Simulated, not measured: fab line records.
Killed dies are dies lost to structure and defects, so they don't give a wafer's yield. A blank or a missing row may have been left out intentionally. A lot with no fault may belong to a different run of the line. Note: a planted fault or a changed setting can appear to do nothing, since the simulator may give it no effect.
Which tool did it? :: flow sky130 :: 6 lots, 18 wafers sampled, at 1 step of a route of 708

## WHAT THE GAUGES READ, wafer by wafer
SKY_VIA3_THK_MEAS_23: measures by xrf.
lot: L415
measured: day 40 10:55
on: filmMetro-02
VIA3_W_THK (nm): 395 404 398

lot: L417
measured: day 41 11:20
on: filmMetro-01
VIA3_W_THK (nm): 387 386 398

lot: L422
measured: day 43 01:04
on: filmMetro-02
VIA3_W_THK (nm): 398 413 407

lot: L424
measured: day 43 11:43
on: filmMetro-03
VIA3_W_THK (nm): 401 410 394

lot: L433
measured: day 45 12:58
on: filmMetro-03
VIA3_W_THK (nm): 401 394 401

lot: L435
measured: day 46 04:45
on: filmMetro-01
VIA3_W_THK (nm): 406 405 400

## TOOL THAT RAN EACH LOT (tool first, then ch and the chambers of the sampled wafers, then the start)
Before these readings, the record contains no process step.

## THE ANSWER, worked out from the rows above alone
Rule: what is usual is taken from the lots themselves. Put in order of their means at a reading, lots are off if they are a third of the lots or fewer, leave a main group of 4 or more, and stand apart from it by a gap of 3 or more times the standard deviation of the main group's means; of several such gaps the widest counts. If all means in a main group match to the digits the tables above print for the reading, that group is not used. Also off: a lot with no number at a reading for which 4 or more lots have one. The other lots that the step has rows for count as sound.
Across all readings shown, no lot is off: no conclusion can be drawn from this.

## WHAT WAS PUT IN BY THE SIMULATOR
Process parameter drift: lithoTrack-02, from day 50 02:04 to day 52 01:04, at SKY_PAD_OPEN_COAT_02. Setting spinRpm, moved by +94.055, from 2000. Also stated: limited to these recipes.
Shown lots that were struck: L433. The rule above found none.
